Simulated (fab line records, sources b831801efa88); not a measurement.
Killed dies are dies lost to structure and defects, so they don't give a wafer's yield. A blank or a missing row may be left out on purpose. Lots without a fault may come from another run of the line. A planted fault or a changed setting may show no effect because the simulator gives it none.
Tool commonality check | flow sky130 | 11 lots, 33 wafers sampled

WHY IT WAS OPENED
At SKY_VIA1_CD_MEAS_12 the reading cd_nm is flagged on 2 of 11 lots. Wafers without a fault read 149.9 nm, standard deviation 2.
Rule: a lot is flagged when every wafer of it that has a number lies more than 4 standard deviations from that mean, or none has a number. The other lots count as sound.

lot  | measured     | on        | cd_nm (nm), wafer by wafer | flag
L601 | day 33 09:26 | cd_sem-01 | 149.6 149.3 149.5          |
L602 | day 34 01:29 | cd_sem-01 | 150.6 150.5 150.8          |
L606 | day 35 12:07 | cd_sem-01 | 151.5 151.5 152.8          |
L607 | day 35 18:04 | cd_sem-02 | 141.4 132.7 135.8          | FLAGGED
L608 | day 36 03:01 | cd_sem-02 | 109.9 135.1 131.6          | FLAGGED
L613 | day 37 22:08 | cd_sem-01 | 152.5 150.2 150.8          |
L616 | day 38 23:38 | cd_sem-02 | 151.5 152.0 153.2          |
L617 | day 39 03:01 | cd_sem-02 | 144.5 145.8 143.0          |
L619 | day 39 10:16 | cd_sem-02 | 152.6 152.1 151.8          |
L621 | day 40 05:34 | cd_sem-01 | 146.1 149.3 149.8          |
L622 | day 40 09:57 | cd_sem-01 | 152.1 150.4 150.3          |
The numbers of the flagged lots are 131.1 nm on average: -18.8 nm against the usual, or -9 standard deviations.

WHICH TOOL RAN EACH LOT
The record holds 1 process step before the reading, out of a route of 708 steps. In each cell: the tool, then ch and the chambers that the sampled wafers went through, then the start.
lot  | flag    | SKY_VIA1_EXPOSE_09
L601 |         | krf_scanner-01 ch 0, day 32 19:53
L602 |         | krf_scanner-02 ch 0, day 33 11:55
L606 |         | krf_scanner-01 ch 0, day 34 23:13
L607 | FLAGGED | krf_scanner-02 ch 0, day 35 04:53
L608 | FLAGGED | krf_scanner-02 ch 0, day 35 14:49
L613 |         | krf_scanner-01 ch 0, day 37 08:38
L616 |         | krf_scanner-02 ch 0, day 38 10:10
L617 |         | krf_scanner-02 ch 0, day 38 14:07
L619 |         | krf_scanner-02 ch 0, day 38 22:48
L621 |         | krf_scanner-02 ch 0, day 39 17:29
L622 |         | krf_scanner-02 ch 0, day 39 22:30
What these steps do:
- SKY_VIA1_EXPOSE_09: exposes mask VIM, target cd 150 nm.
- SKY_VIA1_CD_MEAS_12: target cd 150 nm.

FLAGGED OVER TOTAL, TOOL BY TOOL (the gauges that took the reading come last)
step                | tool           | lots run | flagged | share of the flagged lots | sound lots run after its first flagged lot
SKY_VIA1_EXPOSE_09  | krf_scanner-01 | 3        | 0       | none                      | -
SKY_VIA1_EXPOSE_09  | krf_scanner-02 | 8        | 2       | all                       | 5 (L616,L617,L619,L621,L622)
SKY_VIA1_CD_MEAS_12 | cd_sem-01      | 6        | 0       | none                      | -
SKY_VIA1_CD_MEAS_12 | cd_sem-02      | 5        | 2       | all                       | 3 (L616,L617,L619)

WHAT THE TABLE ALLOWS
2 rows of the table ran every flagged lot: krf_scanner-02 at SKY_VIA1_EXPOSE_09, cd_sem-02 at SKY_VIA1_CD_MEAS_12.
- krf_scanner-02 at SKY_VIA1_EXPOSE_09: 2 of its 8 lots flagged. Sound lots ran on it after the first flagged one (L616, L617, L619, L621, L622), which a lasting fault on the whole tool wouldn't allow.
- cd_sem-02 at SKY_VIA1_CD_MEAS_12: 2 of its 5 lots flagged. Sound lots ran on it after the first flagged one (L616, L617, L619), which a lasting fault on the whole tool wouldn't allow.
No row of the table ran every flagged lot and no sound lot after the first.

WHAT THE SIMULATOR HAD PUT IN
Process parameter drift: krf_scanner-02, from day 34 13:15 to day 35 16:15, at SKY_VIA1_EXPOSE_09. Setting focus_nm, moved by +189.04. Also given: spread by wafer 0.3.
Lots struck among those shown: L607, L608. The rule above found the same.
